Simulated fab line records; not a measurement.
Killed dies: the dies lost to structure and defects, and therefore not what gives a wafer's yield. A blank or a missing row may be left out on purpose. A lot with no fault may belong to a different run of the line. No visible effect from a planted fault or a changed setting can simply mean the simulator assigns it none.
A lot that was struck, set against a sound lot -- flow sky130 -- 26 steps out of a route of 708
Sound: wafers L576.1, L576.4, L576.6. Struck: wafers L578.1, L578.5, L578.6. The cause comes at the end.
Per side, at each step with rows, come the tool, then ch with its chambers, and then its first start. Under that, the readings that differ: sound wafers -- struck wafers -- difference of the means -- sigmas: that difference in standard deviations of wafers without a fault.
alike: readings whose means differ by less than 2 such deviations, and words and numbers that are the same on both sides. not compared: withheld readings, readings that some wafer has no value for, bounds like >300 that may hide the same value, and numbers for which the record gives no deviation and whose values overlap.
The two part at a step that has a row with sigmas, a row that says differs or no value, or rows on one side only. Non-overlapping numbers with no deviation appear without sigmas and do not part them. A reading missing from all wafers of one side parts the sides only when that side holds two or more wafers.

first, 3 steps without rows for these wafers: SKY_CAP2M_EXPOSE_09 (exposes mask CAP2M, target cd 1000 nm); SKY_CAP2M_PEB_10; SKY_CAP2M_DEVELOP_11 (develop time 60 s).
SKY_CAP2M_OVL_MEAS_12:
  sound on overlay-01 at day 41 01:16; struck on overlay-02 at day 41 11:01
  alike: CAP2M_OVL
SKY_CAP2M_METAL_ETCH_13: etches TiN in Cl2/BCl3, stops on SiO2, target depth 220 nm, time 62.9 s.
  sound on rie-metal-03 ch 0,1, day 41 01:18; struck on rie-metal-03 ch 0,1, day 41 11:03
  alike: chamber-pressure-mTorr, drypump-motor-current-A, mfc-cl2-sccm, oes-product-au, rf-fwd-power-W, throttle-valve-pct
  not compared: rf-hours-counter-h
SKY_CAP2M_STRIP_14: strips in O2/N2.
  sound on plasma-asher-03 ch 0,1, day 41 01:22; struck on plasma-asher-03 ch 0,1, day 41 11:08
  alike: chamber-pressure-mTorr, drypump-motor-current-A, oes-product-au, strip-time-to-endpoint-s
  not compared: rf-hours-counter-h
then, 6 steps without rows for these wafers: SKY_CAP2M_STRIP_15 (strips in post etch residue remover, time 1200 s); SKY_CAP2M_CLEAN_16 (cleans in IPA, time 180 s); SKY_CAP2M_CLEAN_17 (cleans in O3/DIW); SKY_METAL4_DEHYDRATE_05 (time 60 s); SKY_METAL4_HMDS_06 (prime time 60 s); SKY_METAL4_COAT_07 (resist thk 60 nm).
SKY_METAL4_COAT_08: resist thk 1140 nm.
  sound on litho-track-02 ch 0, day 41 13:00; struck on litho-track-02 ch 0, day 41 23:00
reading,sound,struck,difference,sigmas
model.KrF-thick_of_METAL4_COAT_08.thk-nm (nm),1144 1141 1141,1259 1258 1260,+117,
  alike: exhaust-pa
then, 4 steps without rows for these wafers: SKY_METAL4_SOFTBAKE_09 (time 90 s); SKY_METAL4_EXPOSE_10 (exposes mask MM4, target cd 300 nm); SKY_METAL4_PEB_11; SKY_METAL4_DEVELOP_12 (develop time 60 s).
SKY_METAL4_CD_MEAS_13 targets a cd of 300 nm.
  sound on cd-sem-01 at day 42 02:07; struck on cd-sem-01 at day 42 10:58
reading,sound,struck,difference,sigmas
cd-nm (nm),298.0 297.9 297.3,303.5 304.2 305.1,+6.5,+4
SKY_METAL4_OVL_MEAS_14:
  sound on overlay-01 at day 42 02:14; struck on overlay-01 at day 42 11:05
  alike: METAL4_OVL
SKY_METAL4_DESCUM_15: chemistry O2, time 8 s.
  sound on rie-metal-02 ch 0,1, day 42 02:16; struck on rie-metal-02 ch 0,1, day 42 11:07
reading,sound,struck,difference,sigmas
model.METAL4.cd-nm (nm),298.3 298.2 297,303.5 304 305.6,+6.5,
  alike: chamber-pressure-mTorr, drypump-motor-current-A, oes-product-au, rf-fwd-power-W
  not compared: rf-hours-counter-h
SKY_METAL4_ETCH_16: etches BARC in N2/H2, stops on SiO2, time 88.2 s, target depth 60 nm.
  sound on rie-metal-02 ch 0,1, day 42 02:18; struck on rie-metal-02 ch 0,1, day 42 11:09
  alike: chamber-pressure-mTorr, drypump-motor-current-A, oes-product-au, rf-fwd-power-W, throttle-valve-pct
  not compared: rf-hours-counter-h
SKY_METAL4_ETCH_17: etches SiO2 in C4F8/O2/Ar, stops on TiN, time 3.9 s, target depth 15 nm.
  sound on rie-diel-03 ch 1,2,3, day 42 02:24; struck on rie-diel-04 ch 1,2, day 42 11:15
reading,sound,struck,difference,sigmas
model.METAL4.cd-nm (nm),299.3 298.9 297.2,302.5 303 306,+5.4,
  alike: chamber-pressure-mTorr, oes-product-au, rf-fwd-power-W
  not compared: rf-hours-counter-h
SKY_METAL4_METAL_ETCH_18: etches the open film in Cl2/BCl3, stops on SiO2, target depth 845 nm, time 183.1 s.
  sound on rie-metal-04 ch 0,1, day 42 02:25; struck on rie-metal-01 ch 0,1, day 42 11:16
reading,sound,struck,difference,sigmas
drypump-motor-current-A (A),5.3 5.3 5.6,6.3 5.9 6.3,+0.8,+2
model.KrF-thick_of_METAL4_COAT_08.thk-nm (nm),537.7 533.3 538.1,653.3 647 651.8,+114.3,
  alike: chamber-pressure-mTorr, mfc-cl2-sccm, oes-product-au, rf-fwd-power-W, throttle-valve-pct
  not compared: rf-hours-counter-h
SKY_METAL4_STRIP_19: strips in O2/N2.
  sound on plasma-asher-04 ch 0, day 42 02:36; struck on plasma-asher-02 ch 0,1, day 42 11:27
reading,sound,struck,difference,sigmas
oes-product-au (a.u.),0.498 0.509 0.511,0.553 0.547 0.542,+0.041,+8
strip-time-to-endpoint-s (s),6.64 6.60 6.63,7.79 7.70 7.77,+1.13,+20
  alike: chamber-pressure-mTorr, drypump-motor-current-A
  not compared: rf-hours-counter-h
then, 1 step without rows for these wafers: SKY_METAL4_STRIP_20 (strips in post etch residue remover, time 1200 s).
-- the record jumps here: 4 days lie between the struck wafers' starts before and after (it left off in module METAL4 and takes up again in module PAD_OPEN, whose first step shown is number 708 of the route) --
SKY_PAD_OPEN_PROBE_99:
  sound on prober-02 at day 46 02:47; struck on prober-02 at day 46 10:08
  alike: defect-limited-yield, killed_at_M0_to_M3, killed_at_M4_up, killed-at-contacts, killed-at-front-end, killed-at-other, killed-dies, killed-open, killed-short, sort_bin_3_pad_short, sort_bin_5_function, sort_bin_6_memory, sort-n-pass, sort-yield-pct

WHERE THEY PART
Earliest at SKY_METAL4_CD_MEAS_13; latest, in this record, at SKY_METAL4_STRIP_19. Later steps at which nothing parts them and some readings are alike: SKY_PAD_OPEN_PROBE_99.

WHY: what had been put in by the simulator
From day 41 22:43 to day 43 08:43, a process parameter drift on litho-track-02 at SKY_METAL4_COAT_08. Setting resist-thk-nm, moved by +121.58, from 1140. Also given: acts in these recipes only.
